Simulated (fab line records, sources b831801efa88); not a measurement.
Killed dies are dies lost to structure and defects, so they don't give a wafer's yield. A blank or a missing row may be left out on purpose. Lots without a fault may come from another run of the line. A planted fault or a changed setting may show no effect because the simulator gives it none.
A struck lot beside a sound one | flow sfq_line | 18 steps out of a route of 325
Sound: wafers L247.1, L247.2, L247.4. Struck: wafers L253.3, L253.5, L253.6. The cause comes at the end.
At each step with rows: each side's tool, then ch and its chambers, then its first start. Under that, the readings that differ: sound wafers | struck wafers | difference of the means | sigmas: that difference in standard deviations of wafers without a fault.
alike: readings whose means differ by less than 2 such deviations, and words and numbers that are the same on both sides. not compared: withheld readings, readings that some wafer has no value for, bounds like >300 that may hide the same value, and numbers for which the record gives no deviation and whose values overlap.
The two part at a step that has a row with sigmas, a row that says differs or no value, or rows on one side only. Numbers that don't overlap but have no deviation are shown without sigmas and don't part them. A reading that every wafer of one side lacks parts them only if that side has two wafers or more.

SFQ_TRILAYER_M4_BARC_OPEN_METAL_ETCH_123: etches BARC in O2, target depth 125 nm, time 41.7 s.
  sound on rie_metal-04 ch 0,1, day 49 14:29; struck on rie_metal-03 ch 0,1, day 51 04:57
  alike: drypump_motor_current_A, oes_product_au
  not compared: rf_hours_counter_h
SFQ_TRILAYER_M4_ETCH_METAL_ETCH_096: etches Nb in Cl2/Ar, stops on SiO2, target depth 240 nm, time 120 s.
  sound on rie_metal-04 ch 0,1, day 49 14:33; struck on rie_metal-03 ch 0,1, day 51 05:02
  alike: drypump_motor_current_A, oes_product_au
  not compared: rf_hours_counter_h
SFQ_TRILAYER_M4_STRIP_STRIP_097: strips in O2.
  sound on rie_metal-04 ch 0,1, day 49 14:41; struck on rie_metal-03 ch 0,1, day 51 05:19
  reading               | sound             | struck            | difference | sigmas
  oes_product_au (a.u.) | 1.010 1.012 1.017 | 0.989 0.989 0.993 | -0.023     | -2
  alike: drypump_motor_current_A
  not compared: rf_hours_counter_h
then, 1 step without rows for these wafers: SFQ_TRILAYER_M4_STRIP_SOLV_CLEAN_098 (cleans in NMP, time 600 s).
SFQ_TRILAYER_I4_DEP_PECVD_099: deposits SiO2 from SiH4/N2O, time 111.11 s, target thk 500 nm.
  sound on pecvd-03 ch 0,1,2, day 49 15:27; struck on pecvd-02 ch 0,1,2, day 51 06:04
  alike: chamber_pressure_Torr, heater_power_w, throttle_valve_pct
  not compared: since_wet_clean_h
then, 1 step without rows for these wafers: SFQ_TRILAYER_I4_CMP_CMP_100 (polishes SiO2).
SFQ_I4_BOW_MEAS_927:
  sound on film_metro-04, day 49 18:32; struck on film_metro-02, day 51 11:49
  alike: I4_BOW
then, 5 steps without rows for these wafers: SFQ_TRILAYER_I4_METRO_MEASURE_101; SFQ_TRILAYER_I4_VIA_LITHO_COAT_108 (resist thk 62 nm); SFQ_TRILAYER_I4_VIA_LITHO_COAT_103 (resist thk 650 nm); SFQ_TRILAYER_I4_VIA_LITHO_SOFTBAKE_107; SFQ_TRILAYER_I4_VIA_LITHO_EXPOSE_104 (exposes mask I4, target cd 700 nm).
-- the record jumps here: 6 days lie between the struck wafers' starts before and after --
SFQ_TRILAYER_I4_VIA_LITHO_PEB_106: peb time 60 s.
  sound on litho_track-01 ch 0, day 55 05:08; struck on litho_track-01 ch 0, day 57 04:40
  reading                  | sound                | struck               | difference | sigmas
  heater_power_total_W (W) | 79.14 79.21 79.13    | 81.84 81.90 81.87    | +2.71      | +44
  plate_temp_C (C)         | 114.93 114.98 114.98 | 117.87 118.01 118.05 | +3.01      | +27
then, 1 step without rows for these wafers: SFQ_TRILAYER_I4_VIA_LITHO_DEVELOP_105 (time 60 s).
SFQ_I4_OVL_MEAS_928:
  sound on overlay-02, day 55 05:26; struck on overlay-02, day 57 04:56
  alike: I4_OVL
SFQ_TRILAYER_I4_VIA_BARC_OPEN_VIA_ETCH_146: etches BARC in O2, target depth 125 nm, time 41.7 s.
  sound on rie_diel-03 ch 1,2,3, day 55 05:28; struck on rie_diel-02 ch 0,1, day 57 04:58
  reading             | sound           | struck            | difference | sigmas
  model.I4.cd_nm (nm) | 700.3 699 699.4 | 749.5 751.9 749.6 | +50.8      |
  alike: drypump_motor_current_A, oes_product_au
  not compared: rf_hours_counter_h
SFQ_TRILAYER_I4_VIA_ETCH_VIA_ETCH_106: etches SiO2 in CHF3, stops on Nb, target depth 260 nm.
  sound on rie_diel-03 ch 1,2,3, day 55 05:31; struck on rie_diel-02 ch 0,1, day 57 05:00
  reading             | sound             | struck          | difference | sigmas
  model.I4.cd_nm (nm) | 700.1 698.7 701.3 | 747.5 750.9 748 | +48.8      |
  alike: drypump_motor_current_A, oes_product_au
SFQ_TRILAYER_I4_VIA_STRIP_STRIP_107: strips in O2.
  sound on rie_metal-03 ch 0,1, day 55 05:37; struck on rie_metal-01 ch 0,1, day 57 05:19
  alike: drypump_motor_current_A, oes_product_au
  not compared: rf_hours_counter_h

WHERE THEY PART
First at SFQ_TRILAYER_M4_STRIP_STRIP_097; last, within this record, at SFQ_TRILAYER_I4_VIA_LITHO_PEB_106. Later steps at which nothing parts them and some readings are alike: SFQ_I4_OVL_MEAS_928, SFQ_TRILAYER_I4_VIA_BARC_OPEN_VIA_ETCH_146, SFQ_TRILAYER_I4_VIA_ETCH_VIA_ETCH_106, SFQ_TRILAYER_I4_VIA_STRIP_STRIP_107.

WHY: what the simulator had put in
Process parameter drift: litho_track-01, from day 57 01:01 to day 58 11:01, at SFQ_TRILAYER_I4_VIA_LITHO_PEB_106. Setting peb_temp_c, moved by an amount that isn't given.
